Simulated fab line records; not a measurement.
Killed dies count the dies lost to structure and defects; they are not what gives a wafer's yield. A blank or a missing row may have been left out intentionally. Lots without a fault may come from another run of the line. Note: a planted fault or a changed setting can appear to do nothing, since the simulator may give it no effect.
The tool behind it: which one? || flow sky130 || Sampling: 13 lots, 39 wafers, 2 of 708 route steps

== WHAT THE GAUGES READ, wafer by wafer ==
SKY_VT_ADJUST_HVTP_TW_MEAS_11. Usual: VT_ADJUST_HVTP_TW typically reads 1358, with standard deviation 12.
{"lot": "L190", "measured": "day 6 01:41", "on": "film metro-03", "VT_ADJUST_HVTP_TW": "1373 1378 1369", "flag": ""}
{"lot": "L193", "measured": "day 6 17:13", "on": "film metro-03", "VT_ADJUST_HVTP_TW": "1373 1369 1375", "flag": ""}
{"lot": "L195", "measured": "day 7 05:22", "on": "film metro-01", "VT_ADJUST_HVTP_TW": "1338 1340 1342", "flag": ""}
{"lot": "L196", "measured": "day 7 12:43", "on": "film metro-01", "VT_ADJUST_HVTP_TW": "1351 1346 1344", "flag": ""}
{"lot": "L197", "measured": "day 7 21:07", "on": "film metro-02", "VT_ADJUST_HVTP_TW": "1351 1359 1354", "flag": ""}
{"lot": "L200", "measured": "day 8 20:46", "on": "film metro-01", "VT_ADJUST_HVTP_TW": "1349 1347 1345", "flag": ""}
{"lot": "L199", "measured": "day 8 21:01", "on": "film metro-01", "VT_ADJUST_HVTP_TW": "1355 1353 1353", "flag": ""}
{"lot": "L203", "measured": "day 9 09:44", "on": "film metro-03", "VT_ADJUST_HVTP_TW": "1374 1370 1370", "flag": ""}
{"lot": "L204", "measured": "day 9 16:55", "on": "film metro-01", "VT_ADJUST_HVTP_TW": "639 641 638 639 641 639", "flag": "OFF"}
{"lot": "L205", "measured": "day 9 22:21", "on": "film metro-03", "VT_ADJUST_HVTP_TW": "668 670 666 664 671 666", "flag": "OFF"}
{"lot": "L211", "measured": "day 11 13:59", "on": "film metro-01", "VT_ADJUST_HVTP_TW": "1348 1349 1349", "flag": ""}
{"lot": "L212", "measured": "day 11 19:55", "on": "film metro-01", "VT_ADJUST_HVTP_TW": "1346 1349 1353", "flag": ""}
{"lot": "L213", "measured": "day 12 04:35", "on": "film metro-01", "VT_ADJUST_HVTP_TW": "1359 1349 1356", "flag": ""}

== WHICH TOOL RAN EACH LOT (tool, then ch and the chambers of the sampled wafers, then the start) ==
{"lot": "L190", "SKY_VT_ADJUST_HVTP_IMPLANT_09": "implanter-02 ch 0, day 6 01:26"}
{"lot": "L193", "SKY_VT_ADJUST_HVTP_IMPLANT_09": "implanter-02 ch 0, day 6 16:58"}
{"lot": "L195", "SKY_VT_ADJUST_HVTP_IMPLANT_09": "implanter-01 ch 0, day 7 05:07"}
{"lot": "L196", "SKY_VT_ADJUST_HVTP_IMPLANT_09": "implanter-01 ch 0, day 7 12:28"}
{"lot": "L197", "SKY_VT_ADJUST_HVTP_IMPLANT_09": "implanter-01 ch 0, day 7 20:52"}
{"lot": "L200", "SKY_VT_ADJUST_HVTP_IMPLANT_09": "implanter-01 ch 0, day 8 20:32"}
{"lot": "L199", "SKY_VT_ADJUST_HVTP_IMPLANT_09": "implanter-01 ch 0, day 8 20:46"}
{"lot": "L203", "SKY_VT_ADJUST_HVTP_IMPLANT_09": "implanter-03 ch 0, day 9 09:31"}
{"lot": "L204", "SKY_VT_ADJUST_HVTP_IMPLANT_09": "implanter-01 ch 0, day 9 16:41"}
{"lot": "L205", "SKY_VT_ADJUST_HVTP_IMPLANT_09": "implanter-01 ch 0, day 9 22:08"}
{"lot": "L211", "SKY_VT_ADJUST_HVTP_IMPLANT_09": "implanter-03 ch 0, day 11 13:46"}
{"lot": "L212", "SKY_VT_ADJUST_HVTP_IMPLANT_09": "implanter-03 ch 0, day 11 19:40"}
{"lot": "L213", "SKY_VT_ADJUST_HVTP_IMPLANT_09": "implanter-03 ch 0, day 12 04:20"}
- SKY_VT_ADJUST_HVTP_IMPLANT_09

== AS READ BY THE TOOLS THEMSELVES (means over the sampled wafers that have a number; for cases with no such wafer, the mark the record gives instead) ==
SKY_VT_ADJUST_HVTP_IMPLANT_09. Usual: dose ions cm2 4.3e+12, standard deviation 4.6e+09; faraday current uA 24.3, standard deviation 0.49.
{"lot": "L190", "tool": "implanter-02", "dose ions cm2": 4.3e+12, "faraday current uA": 24.3, "flag": ""}
{"lot": "L193", "tool": "implanter-02", "dose ions cm2": 4.3e+12, "faraday current uA": 23.9, "flag": ""}
{"lot": "L195", "tool": "implanter-01", "dose ions cm2": 4.3e+12, "faraday current uA": 24.2, "flag": ""}
{"lot": "L196", "tool": "implanter-01", "dose ions cm2": 4.3e+12, "faraday current uA": 24.7, "flag": ""}
{"lot": "L197", "tool": "implanter-01", "dose ions cm2": 4.3e+12, "faraday current uA": 24.1, "flag": ""}
{"lot": "L200", "tool": "implanter-01", "dose ions cm2": 4.3e+12, "faraday current uA": 24.4, "flag": ""}
{"lot": "L199", "tool": "implanter-01", "dose ions cm2": 4.3e+12, "faraday current uA": 24.2, "flag": ""}
{"lot": "L203", "tool": "implanter-03", "dose ions cm2": 4.3e+12, "faraday current uA": 24.5, "flag": ""}
{"lot": "L204", "tool": "implanter-01", "dose ions cm2": 4.3e+11, "faraday current uA": 2.4, "flag": "OFF"}
{"lot": "L205", "tool": "implanter-01", "dose ions cm2": 4.3e+11, "faraday current uA": 2.3, "flag": "OFF"}
{"lot": "L211", "tool": "implanter-03", "dose ions cm2": 4.3e+12, "faraday current uA": 24.9, "flag": ""}
{"lot": "L212", "tool": "implanter-03", "dose ions cm2": 4.3e+12, "faraday current uA": 24.1, "flag": ""}
{"lot": "L213", "tool": "implanter-03", "dose ions cm2": 4.3e+12, "faraday current uA": 24.0, "flag": ""}

== THE ANSWER, worked out from the rows above alone ==
Rule: a lot is off if the mean of its wafers that have a number lies more than 3 standard deviations from the usual mean. Also off: a lot with no number at a reading for which 4 or more lots have one. Where the step has rows for the other lots, those lots are counted as sound. After the gauges, taken in route order, come the tools' own readings; for these a lot's mean is taken, as printed above. The first step at which some lot is off is used, and at that step the reading that is off furthest; a lot without a number counts as furthest.
Off: at SKY_VT_ADJUST_HVTP_TW_MEAS_11 (VT_ADJUST_HVTP_TW), L204, L205.
If a tool, at a process step before that reading, ran all the lots that are off and no sound lot after the first of them, it fits. Not tried: the gauges at SKY_VT_ADJUST_HVTP_TW_MEAS_11; whatever is off there is also off at SKY_VT_ADJUST_HVTP_IMPLANT_09, on other tools, and gauge error can't account for it. One candidate fits, namely implanter-01 at SKY_VT_ADJUST_HVTP_IMPLANT_09. A fault onset in the window from L199 (day 8 20:46, its last sound lot) to L204 (day 9 16:41, its first lot off) fits.
The tool's own readings at SKY_VT_ADJUST_HVTP_IMPLANT_09 bear it out: on the lots that are off they differ by more than 5 times the standard deviation of the sound lots' means. dose ions cm2 reads 4.3e+11 there against 4.3e+12 on the sound lots; faraday current uA reads 2.3 there against 24.3 on the sound lots.

== WHAT HAD BEEN PUT IN BY THE SIMULATOR ==
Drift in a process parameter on implanter-01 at SKY_VT_ADJUST_HVTP_IMPLANT_09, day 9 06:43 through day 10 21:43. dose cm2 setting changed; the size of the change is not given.
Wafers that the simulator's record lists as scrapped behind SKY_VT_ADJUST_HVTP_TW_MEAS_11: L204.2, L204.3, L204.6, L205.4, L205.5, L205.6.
Struck lots among those shown: L204, L205. The rule given above showed the same thing.
